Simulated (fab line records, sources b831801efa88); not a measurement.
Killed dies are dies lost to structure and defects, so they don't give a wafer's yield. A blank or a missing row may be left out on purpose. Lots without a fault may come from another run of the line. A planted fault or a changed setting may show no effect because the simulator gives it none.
Which tool did it? | flow sky130 | 13 lots, 39 wafers sampled, at 3 steps of a route of 708

WHAT THE GAUGES READ, wafer by wafer
SKY_FIELD_ISO_THK_MEAS_23. Usual: FIELD_ISO_OXIDATION_01_THK 10.04 nm, standard deviation 0.2.
lot  | measured    | on            | FIELD_ISO_OXIDATION_01_THK (nm) | flag
L297 | day 2 13:10 | film_metro-03 | 9.54 9.51 9.71                  |
L298 | day 2 20:07 | film_metro-03 | 9.78 9.78 9.89                  |
L300 | day 3 04:26 | film_metro-03 | 10.35 10.33 10.02               |
L301 | day 3 11:46 | film_metro-03 | 10.12 10.08 10.02               |
L302 | day 3 15:15 | film_metro-03 | 9.70 9.85 9.75                  |
L303 | day 3 19:49 | film_metro-01 | 10.31 10.47 10.38               |
L305 | day 4 05:07 | film_metro-01 | 9.97 9.98 10.18                 |
L310 | day 5 07:31 | film_metro-04 | 10.04 10.01 9.88                |
L314 | day 6 06:46 | film_metro-04 | 9.99 9.89 9.90                  |
L315 | day 6 12:51 | film_metro-03 | 9.99 9.99 10.17                 |
L317 | day 6 19:16 | film_metro-03 | 9.91 10.03 9.85                 |
L318 | day 7 02:07 | film_metro-04 | 10.11 9.89 10.03                |
L319 | day 7 08:49 | film_metro-03 | 10.19 10.14 10.30               |

SKY_NWELL_OVL_MEAS_23. Usual: NWELL_01_OVL 0.6 nm, standard deviation 1.4.
lot  | measured     | on         | NWELL_01_OVL (nm) | flag
L297 | day 5 17:40  | overlay-01 | -1.3 -2.9 -2.0    |
L298 | day 5 23:11  | overlay-01 | 0.9 2.3 1.2       |
L300 | day 6 07:53  | overlay-02 | 2.2 2.0 1.7       |
L301 | day 6 15:40  | overlay-02 | 1.8 2.7 4.3       |
L302 | day 6 22:50  | overlay-02 | 1.6 2.7 2.5       |
L303 | day 7 00:49  | overlay-02 | 2.3 -0.7 1.1      |
L305 | day 7 12:04  | overlay-02 | 0.0 -0.6 0.8      |
L310 | day 8 17:50  | overlay-02 | 2.3 1.8 2.2       |
L314 | day 10 00:10 | overlay-02 | 2.7 1.3 1.7       |
L315 | day 10 10:35 | overlay-02 | 1.4 1.4 0.9       |
L317 | day 10 14:59 | overlay-01 | 0.5 0.7 0.7       |
L318 | day 10 19:29 | overlay-01 | 0.2 -0.8 0.2      |
L319 | day 11 06:25 | overlay-01 | -1.8 -1.7 -0.7    |

WHICH TOOL RAN EACH LOT (tool, then ch and the chambers of the sampled wafers, then the start)
lot  | SKY_FIELD_ISO_CMP_27
L297 | cmp-01 ch 1,3, day 2 16:10
L298 | cmp-02 ch 0,1,3, day 2 21:56
L300 | cmp-01 ch 0,2,3, day 3 06:25
L301 | cmp-02 ch 1,2,3, day 3 13:27
L302 | cmp-01 ch 1,2, day 3 20:31
L303 | cmp-01 ch 0,1,2, day 3 21:55
L305 | cmp-01 ch 1,3, day 4 07:40
L310 | cmp-01 ch 0,2,3, day 5 09:16
L314 | cmp-02 ch 0,1,2, day 6 11:39
L315 | cmp-02 ch 1,2, day 6 18:06
L317 | cmp-01 ch 0,1,3, day 6 23:40
L318 | cmp-01 ch 0,1, day 7 05:19
L319 | cmp-01 ch 0,2,3, day 7 11:57
- SKY_FIELD_ISO_CMP_27: polishes, stops on Si3N4, t overpolish 16 s, target thk 457.8 nm.

WHAT THE TOOLS THEMSELVES READ (means of the sampled wafers that have a number; where no wafer has one, the mark that the record gives instead)
SKY_FIELD_ISO_CMP_27. Usual: motor_current_A 11.6 A, standard deviation 0.9; overpolish_run_s 16.000 s, standard deviation 0.0088; platen_rpm 60.00 rpm, standard deviation 0.043; time_to_endpoint_s 116 s, standard deviation 4.4.
lot  | tool   | motor_current_A (A) | overpolish_run_s (s) | platen_rpm (rpm) | time_to_endpoint_s (s) | flag
L297 | cmp-01 | 12.5                | 16.006               | 60.01            | 115                    |
L298 | cmp-02 | 11.9                | 16.005               | 60.03            | 113                    |
L300 | cmp-01 | 11.2                | 16.004               | 60.02            | 115                    |
L301 | cmp-02 | 12.1                | 16.003               | 59.97            | 119                    |
L302 | cmp-01 | 12.0                | 16.005               | 59.99            | 115                    |
L303 | cmp-01 | 12.1                | 15.989               | 60.02            | 114                    |
L305 | cmp-01 | 12.7                | 16.007               | 59.96            | 117                    |
L310 | cmp-01 | 10.8                | 15.997               | 60.01            | 118                    |
L314 | cmp-02 | 11.3                | 16.002               | 59.97            | 156                    | OFF
L315 | cmp-02 | 11.7                | 15.998               | 59.97            | 199                    | OFF
L317 | cmp-01 | 11.8                | 15.990               | 59.98            | 114                    |
L318 | cmp-01 | 12.9                | 16.007               | 60.00            | 115                    |
L319 | cmp-01 | 11.1                | 15.993               | 60.01            | 113                    |

THE ANSWER, worked out from the rows above alone
Rule: a lot is off if the mean of its wafers that have a number lies more than 3 standard deviations from the usual mean. A lot without any number at a reading at which 4 lots or more have one is off too. The other lots that the step has rows for count as sound. The gauges are gone through in route order, then the tools' own readings, and for those a lot's mean is taken as printed above. The first step at which some lot is off is used, and at that step the reading that is off furthest; a lot without a number counts as furthest.
Off: L314, L315, at SKY_FIELD_ISO_CMP_27 (time_to_endpoint_s).
A tool fits if, at that step or a process step before it, it ran every lot that is off, and no sound lot after the first of them. One fits: cmp-02 at SKY_FIELD_ISO_CMP_27. Its last sound lot is L301 (day 3 13:27), its first lot that is off L314 (day 6 11:39): a fault that began between those two fits.
The tool's own readings at SKY_FIELD_ISO_CMP_27 bear it out: on the lots that are off they differ by more than 5 times the standard deviation of the sound lots' means. time_to_endpoint_s reads 178 s there against 115 s on the sound lots.

WHAT THE SIMULATOR HAD PUT IN
Process parameter drift: cmp-02, from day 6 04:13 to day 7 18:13, at SKY_FIELD_ISO_CMP_27. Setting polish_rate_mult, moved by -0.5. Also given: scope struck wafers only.
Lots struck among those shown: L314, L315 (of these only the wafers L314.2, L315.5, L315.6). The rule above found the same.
